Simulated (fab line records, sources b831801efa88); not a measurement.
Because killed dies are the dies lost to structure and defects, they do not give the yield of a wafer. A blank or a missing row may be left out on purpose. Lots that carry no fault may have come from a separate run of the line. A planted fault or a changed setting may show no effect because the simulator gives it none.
fab line records	flow gf180mcu
record lots=12	wafers=36	last-day=34
route steps=602 shown V4@479 M5@537 V5@541 TOP_METAL@577
lots with no fault: from the same line, run without faults
start-h: start of the lot's first displayed wafer, in hours after the record's first day	wait-h: how many hours have passed since the lot's step before this one	" the same as in the row above	L1.1+2: several wafers, shown together as one row	- no value, or no start given	* or withheld: withheld	< > ~ a bound
route shown NAME@n: names a module that has steps shown in the file, with the first one's number in the route	usual: mean/standard deviation taken from wafers without a fault	same: alike in all rows	chamber/n: place in a boat	sites: readings site by site	_std_site: standard deviation of those values	_edge_site: outer sites' mean less inner sites'	radius-mm: for every site, how far away it sits from the centre of the wafer	mask NAME#n: copy n	behind: the most recent tool/chamber to have shaped the wafer	hold: the reason the lot was held/the length of the hold in hours/how it ended	device: whichever transistor did not switch (one of n, p or np)	end of line: the tests these same wafers got at the end of their route	a step given without rows: its recipe and nothing more	killed: dies lost to structure and defects at the first sort, not the wafer's yield	map: per-die view of a wafer (x killed, . not killed, _ where there is no die)
set.NAME: the setting the step ran with; set.NAME@STEP: the setting that earlier step ran with	model.NAME: the simulator's own value behind a step, which no gauge read
route steps across a sampled set of lots; one table per step, one row per wafer
services: a tool's chamber out of use, with start hour (start-h, from the record's first day; less than 0 if before it), hours out, and reason
## steps
# step GF_V4_THK_MEAS_03
# recipe reads=SiO2_of_V4_CVD_02
# usual V4_CVD_02_THK=853/11
lot.wafer	tool	chamber	start-h	wait-h	V4_CVD_02_THK[nm]
L207.1	film-metro-01	-	537.18	0.0	836
L207.2	"	-	"	"	828
L207.6	"	-	"	"	841
L208.2	film-metro-01	-	547.08	0.0	835
L208.4	"	-	"	"	859
L208.5	"	-	"	"	850
L209.4	film-metro-04	-	560.36	0.0	874
L209.5	"	-	"	"	849
L209.6	"	-	"	"	853
L211.1	film-metro-03	-	573.76	0.0	841
L211.2	"	-	"	"	845
L211.6	"	-	"	"	852
L212.1	film-metro-01	-	582.67	0.0	833
L212.3	"	-	"	"	852
L212.4	"	-	"	"	856
L218.1	film-metro-01	-	631.47	0.0	856
L218.2	"	-	"	"	852
L218.3	"	-	"	"	860
L221.4	film-metro-04	-	650.82	0.0	854
L221.5	"	-	"	"	849
L221.6	"	-	"	"	864
L224.4	film-metro-01	-	671.74	0.0	849
L224.5	"	-	"	"	849
L224.6	"	-	"	"	857
L225.2	film-metro-01	-	676.28	0.0	850
L225.3	"	-	"	"	862
L225.4	"	-	"	"	864
L226.1	film-metro-01	-	685.45	0.0	862
L226.3	"	-	"	"	863
L226.5	"	-	"	"	860
L228.1	film-metro-01	-	696.31	0.0	859
L228.4	"	-	"	"	859
L228.5	"	-	"	"	867
L230.2	film-metro-01	-	716.29	0.0	849
L230.3	"	-	"	"	856
L230.6	"	-	"	"	861
# step GF_M5_STRIP_11
# recipe chemistry=O2/N2	power-w=1400	pressure-mtorr=1500	platen-temp-c=250	o2-flow-sccm=3000	n2-flow-sccm=300	overash-fraction=0.5
# usual chamber-pressure-mTorr=1500.0/1.4	drypump-motor-current-A=5.9/0.43	heater-power-w=299/20	o2-flow-sccm=3001/9.2	oes-product-au=0.522/0.0054	platen-temp-c=250.00/0.17	strip-time-to-endpoint-s=7.02/0.047
lot.wafer	tool	chamber	start-h	wait-h	chamber-pressure-mTorr	drypump-motor-current-A	heater-power-w	o2-flow-sccm	oes-product-au	platen-temp-c	rf-hours-counter-h	strip-time-to-endpoint-s
L207.1	plasma-asher-03	1	604.75	0.1	1499.2	6.0	299	3006	0.525	249.81	81	7.06
L207.2	"	0	"	"	1498.2	6.4	277	3003	0.518	249.96	81	7.01
L207.6	"	1	"	"	1498.6	6.0	302	2998	0.521	250.09	-	6.98
L208.2	plasma-asher-04	0	615.20	0.1	1498.9	5.7	316	3006	0.513	249.95	95	7.01
L208.4	"	0	"	"	1498.2	5.7	318	3001	0.514	250.26	-	6.99
L208.5	"	1	"	"	1499.7	5.0	279	3010	0.525	249.94	-	6.96
L209.4	plasma-asher-04	1	626.33	0.1	1499.9	5.0	283	3005	0.536	249.98	-	7.13
L209.5	"	1	"	"	1499.1	5.0	274	2998	0.518	250.00	-	7.09
L209.6	"	0	"	"	1499.0	5.7	312	3002	0.520	249.84	-	7.06
L211.1	plasma-asher-04	1	639.50	0.1	1499.9	5.0	276	3008	0.514	249.90	98	6.99
L211.2	"	0	"	"	1501.7	5.7	314	3003	0.518	250.27	98	6.92
L211.6	"	1	"	"	1499.3	5.0	283	2999	0.520	249.83	-	6.95
L212.1	plasma-asher-03	0	647.28	0.1	1501.5	6.4	281	2995	0.525	249.77	85	7.01
L212.3	"	1	"	"	1499.3	6.0	306	2996	0.521	250.23	-	6.95
L212.4	"	0	"	"	1498.5	6.4	275	2985	0.517	249.72	-	6.99
L218.1	plasma-asher-01	1	693.40	0.1	1499.0	6.1	302	2994	0.513	250.14	61	6.97
L218.2	"	0	"	"	1502.6	6.1	333	2992	0.513	250.11	61	6.97
L218.3	"	1	"	"	1499.7	6.1	296	2993	0.520	250.06	-	7.00
L221.4	plasma-asher-01	1	711.21	0.1	1500.3	6.1	297	2989	0.516	249.65	-	7.01
L221.5	"	1	"	"	1501.4	6.1	294	3003	0.527	249.99	-	7.02
L221.6	"	0	"	"	1501.0	6.1	330	3025	0.524	250.08	-	7.02
L224.4	plasma-asher-03	0	729.79	0.1	1500.4	6.4	274	3013	0.524	250.03	-	7.01
L224.5	"	1	"	"	1501.5	6.0	303	3004	0.520	250.16	-	7.03
L224.6	"	0	"	"	1501.5	6.4	276	3015	0.530	250.04	-	7.01
L225.2	plasma-asher-03	0	734.00	0.1	1499.2	6.4	278	3007	0.522	250.08	93	7.04
L225.3	"	0	"	"	1498.2	6.4	280	2997	0.526	249.86	-	7.06
L225.4	"	1	"	"	1499.0	6.0	298	2989	0.523	250.23	-	7.02
L226.1	plasma-asher-03	1	741.65	0.1	1502.6	6.0	308	3001	0.521	249.88	95	7.05
L226.3	"	1	"	"	1500.5	6.0	300	3010	0.532	250.15	-	7.08
L226.5	"	1	"	"	1500.3	6.0	302	3001	0.521	250.00	-	7.08
L228.1	plasma-asher-01	1	752.45	0.1	1500.8	6.0	297	3001	0.531	249.57	69	7.01
L228.4	"	1	"	"	1497.5	6.1	284	3001	0.521	249.57	-	6.99
L228.5	"	1	"	"	1498.8	6.0	300	2995	0.519	249.87	-	7.02
L230.2	plasma-asher-01	0	770.63	0.1	1500.4	6.1	333	3020	0.523	249.82	71	7.00
L230.3	"	1	"	"	1502.7	6.1	291	2992	0.525	250.01	-	7.05
L230.6	"	1	"	"	1500.1	6.1	295	3009	0.526	250.16	-	7.11
# step GF_V5_THK_MEAS_01
# recipe reads=SiO2_of_V5_CVD_00
# usual V5_CVD_00_THK=299/3.1
lot.wafer	tool	chamber	start-h	wait-h	V5_CVD_00_THK[nm]
L207.1	film-metro-01	-	605.37	0.0	303
L207.2	"	-	"	"	300
L207.6	"	-	"	"	298
L208.2	film-metro-03	-	615.79	0.0	294
L208.4	"	-	"	"	298
L208.5	"	-	"	"	296
L209.4	film-metro-01	-	626.92	0.0	300
L209.5	"	-	"	"	299
L209.6	"	-	"	"	301
L211.1	film-metro-01	-	640.08	0.0	307
L211.2	"	-	"	"	299
L211.6	"	-	"	"	301
L212.1	film-metro-01	-	647.87	0.0	305
L212.3	"	-	"	"	300
L212.4	"	-	"	"	302
L218.1	film-metro-02	-	693.98	0.0	300
L218.2	"	-	"	"	301
L218.3	"	-	"	"	296
L221.4	film-metro-03	-	711.82	0.0	294
L221.5	"	-	"	"	299
L221.6	"	-	"	"	295
L224.4	film-metro-02	-	730.36	0.0	296
L224.5	"	-	"	"	296
L224.6	"	-	"	"	296
L225.2	film-metro-02	-	734.61	0.1	298
L225.3	"	-	"	"	301
L225.4	"	-	"	"	303
L226.1	film-metro-01	-	742.23	0.0	294
L226.3	"	-	"	"	297
L226.5	"	-	"	"	292
L228.1	film-metro-01	-	753.03	0.0	300
L228.4	"	-	"	"	297
L228.5	"	-	"	"	292
L230.2	film-metro-02	-	771.21	0.0	299
L230.3	"	-	"	"	299
L230.6	"	-	"	"	298
# step GF_TOP_METAL_SOFTBAKE_10
# recipe temp-c=90	time-s=60	resist=NOVOLAK
# usual heater-power-total-W=56.60/0.043	run-length-s=89.11/0.12
lot.wafer	tool	chamber	start-h	wait-h	heater-power-total-W	run-length-s
L207.1	litho-track-03	0	638.34	0.1	56.59	89.33
L207.2	"	0	"	"	56.58	88.98
L207.6	"	0	"	"	56.59	89.14
L208.2	litho-track-02	0	648.88	0.1	56.54	89.10
L208.4	"	0	"	"	56.61	89.06
L208.5	"	0	"	"	56.63	88.97
L209.4	litho-track-03	0	659.37	0.1	56.55	89.13
L209.5	"	0	"	"	56.63	89.11
L209.6	"	0	"	"	56.63	89.09
L211.1	litho-track-03	0	672.49	0.1	56.61	89.35
L211.2	"	0	"	"	56.54	88.98
L211.6	"	0	"	"	56.62	89.05
L212.1	litho-track-01	0	679.95	0.1	56.61	88.96
L212.3	"	0	"	"	56.59	89.01
L212.4	"	0	"	"	56.61	89.35
L218.1	litho-track-01	0	722.94	0.1	57.53	85.85
L218.2	"	0	"	"	57.59	86.02
L218.3	"	0	"	"	57.66	85.82
L221.4	litho-track-01	0	740.27	0.1	57.63	85.78
L221.5	"	0	"	"	57.68	86.18
L221.6	"	0	"	"	57.55	86.12
L224.4	litho-track-02	0	758.18	0.1	56.62	89.18
L224.5	"	0	"	"	56.60	88.98
L224.6	"	0	"	"	56.57	89.16
L225.2	litho-track-02	0	761.83	0.1	56.61	89.02
L225.3	"	0	"	"	56.46	89.25
L225.4	"	0	"	"	56.55	89.16
L226.1	litho-track-03	0	769.59	0.1	56.61	89.07
L226.3	"	0	"	"	56.68	88.95
L226.5	"	0	"	"	56.55	89.35
L228.1	litho-track-03	0	779.99	0.1	56.55	89.26
L228.4	"	0	"	"	56.61	89.08
L228.5	"	0	"	"	56.61	88.97
L230.2	litho-track-03	0	796.26	0.1	56.58	89.03
L230.3	"	0	"	"	56.67	88.96
L230.6	"	0	"	"	56.58	89.17
## services
tool	chamber	start-h	hours	kind
plasma-asher-03	-	627.01	10.0	pm
plasma-asher-01	-	644.51	0.7	repair
plasma-asher-03	-	692.87	0.3	repair
plasma-asher-03	-	722.71	2.2	repair
plasma-asher-04	-	733.75	9.0	pm
plasma-asher-04	0	733.75	9.0	vent-cycle
plasma-asher-04	1	733.75	9.0	vent-cycle
plasma-asher-04	0	742.75	-	clean
plasma-asher-04	1	742.75	-	clean
plasma-asher-04	-	777.63	2.6	repair
plasma-asher-03	-	780.00	14.6	pm
## key
first-sign step=GF_TOP_METAL_SOFTBAKE_10	reading=run-length-s	direction=down	sigmas=26	usual=*	struck=*
effect step=GF_TOP_METAL_SOFTBAKE_10	reading=heater-power-total-W	direction=up	sigmas=24	usual=56.60	struck=57.61
met-at GF_TOP_METAL_SOFTBAKE_10
struck-lots L218,L221
not-acting-at GF_V4_THK_MEAS_03,GF_M5_STRIP_11,GF_V5_THK_MEAS_01
onset-between 679.95 722.94
fault kind=process-parameter-drift	tool=litho-track-01	chamber=-	onset-h=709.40	steps=GF_TOP_METAL_SOFTBAKE_10	channel=time-s	offset=*	shape=step	end-h=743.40	acts-in=*	stated=*
